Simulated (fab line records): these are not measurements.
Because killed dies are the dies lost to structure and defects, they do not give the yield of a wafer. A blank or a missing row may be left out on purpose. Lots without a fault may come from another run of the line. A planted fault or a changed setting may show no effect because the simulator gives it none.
The tool behind it: which one?    flow sky130    6 lots with 17 wafers sampled at 2 steps, on a route of 708 steps

== WHAT THE GAUGES READ, wafer by wafer ==
SKY_CONTACT_THK_MEAS_01.
lot   measured      on             CONTACT_CVD_00_THK (nm)
L340  day 30 18:41  film-metro-02  75.0 74.9 77.6
L344  day 32 04:51  film-metro-04  75.2 76.3 76.0
L348  day 33 19:22  film-metro-04  74.3 74.1 76.2
L354  day 35 21:25  film-metro-04  74.5 80.6
L358  day 37 00:45  film-metro-04  75.4 80.7 76.5
L362  day 38 12:19  film-metro-01  75.3 75.7 74.7

== EACH LOT AND THE TOOL THAT RAN IT (in order: tool; ch and the chambers of the sampled wafers; start) ==
lot   SKY_CONTACT_CVD_00
L340  pecvd-01 ch 0,1, day 30 18:38
L344  pecvd-02 ch 1,2, day 32 04:49
L348  pecvd-02 ch 0,1,2, day 33 19:19
L354  pecvd-02 ch 1,2, day 35 21:23
L358  pecvd-02 ch 0,2, day 37 00:43
L362  pecvd-01 ch 1,2, day 38 12:14
- SKY_CONTACT_CVD_00: deposits Si3N4, target thk 75 nm.

== THE ANSWER, worked out from the rows above alone ==
Rule: the usual values come from the lots themselves. The widest of any qualifying gaps counts: lots, ordered by their means at a reading, are off when they make up no more than a third of the lots, leave a main group of 4 or more, and stand apart from it by 3 or more times the standard deviation of that group's means. A main group is skipped when, at the precision printed for the reading in the tables above, its means are all equal. Also off: a lot with no number at a reading for which 4 or more lots have one. All remaining lots with rows at the step are treated as sound.
Off: at SKY_CONTACT_THK_MEAS_01 (CONTACT_CVD_00_THK), L354, L358. For the main group the mean is 75.4 nm and the standard deviation 0.41.
A tool fits if, at a process step before that reading, it ran every lot that is off, and no sound lot after the first of them. Those tools and the gauges at SKY_CONTACT_THK_MEAS_01 are tried in the same way. This does not decide it: 2 tools fit, namely pecvd-02 at SKY_CONTACT_CVD_00 and film-metro-04 at SKY_CONTACT_THK_MEAS_01.

== WHAT THE SIMULATOR PUT IN ==
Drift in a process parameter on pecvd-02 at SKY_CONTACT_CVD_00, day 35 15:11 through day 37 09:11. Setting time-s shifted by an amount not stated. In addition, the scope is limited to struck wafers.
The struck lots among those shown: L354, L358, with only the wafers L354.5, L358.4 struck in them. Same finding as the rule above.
